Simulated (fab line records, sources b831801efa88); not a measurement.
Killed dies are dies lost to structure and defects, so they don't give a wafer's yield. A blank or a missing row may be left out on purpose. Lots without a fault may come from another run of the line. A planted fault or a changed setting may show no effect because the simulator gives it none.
Problem report in the 8D (eight disciplines) form, filled by code | flow sky130 | the parts of the form that need people (team, actions taken, sign-off) are left out

1. THE PROBLEM
VT_ADJUST_HVTP_TW at SKY_VT_ADJUST_HVTP_TW_MEAS_11 reads a mean of 30 on 6 wafers of 2 lots; wafers without a fault read 1359 with a standard deviation of 9.9. That is -99 or more standard deviations from the usual mean.
First seen on wafer L685.1, day 7 18:46, on film_metro-03. The record holds 42 wafers of 14 lots with a number at this step. Rule for "out", or "out of limits": more than 4 standard deviations from the usual mean. The other wafers with a number count as sound.

2. WHAT IT IS AND WHAT IT IS NOT
question                    | is                     | is not
which readings at this step | VT_ADJUST_HVTP_TW      | -
which lots                  | L685, L690             | L679, L684, L686, L689, L692, L693, L694, L696, L699, L700, L701, L702
which wafers of those lots  | all that have a number | -
read on which gauges        | film_metro-03          | film_metro-01, film_metro-02
when                        | from day 7 18:46       | up to then (6 sound wafers); but 30 sound wafers of L686, L689, L692, L693, L694, L696, L699, L700, L701, L702 came after

3. SUSPECTS, AND WHAT RULES EACH OUT
Counting: a tool at a process step up to the reading stays a suspect if it ran every lot that is out and no sound lot after the first of them.
- the gauge at SKY_VT_ADJUST_HVTP_TW_MEAS_11: kept. All the wafers that are out were read on film_metro-03, and no step on other tools shows them out.
- plasma_asher-02 at SKY_FIELD_ISO_STRIP_16 (strips in O2/N2): ruled out as a lasting fault. Sound lots L686, L689, L694 ran on it after its first lot that is out, L685 (day 3 12:33).
- litho_track-01 at SKY_VT_ADJUST_HVTP_DEVELOP_06 (develop time 60 s): ruled out as a lasting fault. Sound lots L699 ran on it after its first lot that is out, L685 (day 7 18:12).
Left after counting: film_metro-03 at SKY_VT_ADJUST_HVTP_TW_MEAS_11.

4. THE CAUSE (what the simulator had put in)
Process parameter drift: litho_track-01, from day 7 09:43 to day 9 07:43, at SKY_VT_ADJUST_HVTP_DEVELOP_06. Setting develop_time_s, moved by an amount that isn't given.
Counting ruled it out, wrongly: the rule takes a fault to strike every lot that its tool runs from its start on, and this one did not.

5. THE CHAIN OF EFFECTS, in route order
Each row: a reading whose mean over the struck wafers that have a number lies more than 3 standard deviations from the usual. Only readings for which the record gives a usual standard deviation are gone through. hours: the time from each lot's start at the first step in this table that gives one to its start at this step, as a median over the lots. sigmas: the change in usual standard deviations.
hours | step                          | reading           | usual | on struck wafers | change | sigmas
0     | SKY_VT_ADJUST_HVTP_TW_MEAS_11 | VT_ADJUST_HVTP_TW | 1359  | 30               | -1329  | -99 or more
Readings that are blank on the struck wafers while sound wafers have them: cd_nm at SKY_VT_ADJUST_HVTP_CD_MEAS_07; VT_ADJUST_HVTP_OVL at SKY_VT_ADJUST_HVTP_OVL_MEAS_08.
Later measuring or inspecting steps at which every struck wafer that the step has a row for has a number for every such reading, and none has moved that far: SKY_VT_ADJUST_LVTN_OVL_MEAS_07.

6. WHAT WOULD HAVE CAUGHT IT SOONER
In this record the first reading out of limits at a measuring or inspecting step was taken at day 7 18:46, 9 hours after the fault began at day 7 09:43.
Between SKY_VT_ADJUST_HVTP_DEVELOP_06 and SKY_VT_ADJUST_HVTP_TW_MEAS_11, SKY_VT_ADJUST_HVTP_CD_MEAS_07 gave no cd_nm and SKY_VT_ADJUST_HVTP_OVL_MEAS_08 gave no VT_ADJUST_HVTP_OVL on the struck wafers, where sound wafers have one: a measuring or inspecting step that comes back empty is itself a sign.
Of the tool readings at SKY_VT_ADJUST_HVTP_DEVELOP_06 for which the record gives a usual standard deviation, none was out on any struck wafer, so an alarm limit of 4 standard deviations on them would not have fired.
